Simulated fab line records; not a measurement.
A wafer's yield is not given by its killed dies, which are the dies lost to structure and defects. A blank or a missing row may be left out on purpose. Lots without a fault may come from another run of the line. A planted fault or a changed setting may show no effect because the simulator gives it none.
A lot that was struck, set against a sound lot	flow sky130	17 out of 708 route steps
Sound: these wafers, L139.1, L139.4, L139.5. Wafers struck: L148.3, L148.5, L148.6. The cause is given at the end.
Per side, at each step with rows, come the tool, then ch with its chambers, and then its first start. Under that, the readings that differ: sound wafers	struck wafers	difference of the means	sigmas: that difference in standard deviations of wafers without a fault.
alike: words and numbers the same on both sides, and readings whose means are apart by under 2 such deviations; not compared: readings that were withheld, readings missing a value for some wafer, numbers with overlapping values and no deviation given by the record, and bounds like >300 which may hide the same value.
The two part at a step that has a row with sigmas, a row that says differs or no value, or rows on one side only. Numbers that don't overlap but have no deviation are shown without sigmas and don't part them. A reading that every wafer of one side lacks parts them only if that side has two wafers or more.

first, 1 step without rows for these wafers: SKY_VT_ADJUST_NCORE_IMPLANT_09.
SKY_VT_ADJUST_NCORE_STRIP_10: strips in O2/N2.
  sound on plasma_asher-02 ch 0,1, day 10 15:39; struck on plasma_asher-02 ch 0,1, day 13 14:23
  alike: drypump_motor_current_A, o2_flow_sccm, oes_product_au, strip_time_to_endpoint_s
  not compared: rf_hours_counter_h
SKY_VT_ADJUST_NCORE_TW_MEAS_11:
  sound on film_metro-02, day 10 15:45; struck on film_metro-02, day 13 14:28
  alike: VT_ADJUST_NCORE_TW
then, 7 steps without rows for these wafers: SKY_VT_ADJUST_HVTR_DEHYDRATE_00 (time 60 s); SKY_VT_ADJUST_HVTR_HMDS_01 (prime time 60 s); SKY_VT_ADJUST_HVTR_COAT_02 (resist thk 1140 nm); SKY_VT_ADJUST_HVTR_SOFTBAKE_03 (time 60 s); SKY_VT_ADJUST_HVTR_EXPOSE_04 (exposes mask HVTRM, target cd 380 nm); SKY_VT_ADJUST_HVTR_PEB_05; SKY_VT_ADJUST_HVTR_DEVELOP_06 (develop time 60 s).
SKY_VT_ADJUST_HVTR_CD_MEAS_07: target cd 380 nm.
  sound on cd_sem-02, day 11 15:20; struck on cd_sem-01, day 14 17:03
  alike: cd_nm
SKY_VT_ADJUST_HVTR_OVL_MEAS_08:
  sound on overlay-02, day 11 15:28; struck on overlay-01, day 14 17:08
  alike: VT_ADJUST_HVTR_OVL
SKY_VT_ADJUST_HVTR_IMPLANT_09:
  sound on implanter-04 ch 0, day 11 15:30; struck on implanter-04 ch 0, day 14 17:13
reading	sound	struck	difference	sigmas
dose_ions_cm2	2.1021e+12 2.1006e+12 2.1015e+12	1.4888e+12 1.4946e+12 1.4913e+12	-6.0983e+11	-99 or more
faraday_current_uA	11.99 11.74 11.84	8.45 8.10 8.45	-3.52	-15
  alike: beam_energy_keV
SKY_VT_ADJUST_HVTR_STRIP_10: strips in O2/N2.
  sound on plasma_asher-04 ch 0, day 11 15:39; struck on plasma_asher-02 ch 0,1, day 14 17:21
  alike: drypump_motor_current_A, o2_flow_sccm, oes_product_au, strip_time_to_endpoint_s
  not compared: rf_hours_counter_h
SKY_VT_ADJUST_HVTR_TW_MEAS_11:
  sound on film_metro-03, day 11 15:45; struck on film_metro-03, day 14 17:26
reading	sound	struck	difference	sigmas
VT_ADJUST_HVTR_TW	210.5 210.3 211.7	191.6 189.8 189.9	-20.4	-9
then, 1 step without rows for these wafers: SKY_VT_ADJUST_PCH_DEHYDRATE_00 (time 60 s).
-- here the record skips 35 days between the struck wafers' starts before and after, leaving off in module VT_ADJUST_PCH and picking up in module PAD_OPEN (first step shown: number 708 of the route) --
SKY_PAD_OPEN_PROBE_99:
  sound on prober-02, day 47 17:16; struck on prober-01, day 50 01:23
reading	sound	struck	difference	sigmas
model.etest.pfet_01v8_mvt.drive_ua_um	151.9 153.1 149.2	138.9 140.9 140.5	-11.3	
model.etest.pfet_01v8_mvt.off_log10_a_um	-10.53 -10.47 -10.68	-12.1 -11.89 -11.88	-1.4	
model.etest.pfet_01v8_mvt.vt_sat_v (V)	-0.5641 -0.5563 -0.566	-0.6679 -0.6598 -0.6628	-0.1014	
model.etest.pfet_01v8_mvt.vt_v (V)	-0.6491 -0.6446 -0.6502	-0.7353 -0.729 -0.7373	-0.0859	
model.etest.pfet_01v8_mvt.vt_long_v (V)	-0.8499 -0.8499 -0.8532	-0.9344 -0.9274 -0.931	-0.0799	
  alike: killed_at_M0_to_M3, killed_at_M4_up, killed_at_contacts, killed_at_front_end, killed_at_other, killed_dies, killed_open, killed_short

## WHERE THEY PART
First at SKY_VT_ADJUST_HVTR_IMPLANT_09; last, within this record, at SKY_VT_ADJUST_HVTR_TW_MEAS_11. Later steps at which nothing parts them and some readings are alike: SKY_PAD_OPEN_PROBE_99.

WHY: the cause the simulator had injected
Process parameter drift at SKY_VT_ADJUST_HVTR_IMPLANT_09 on implanter-04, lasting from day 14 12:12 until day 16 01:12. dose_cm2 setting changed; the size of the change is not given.
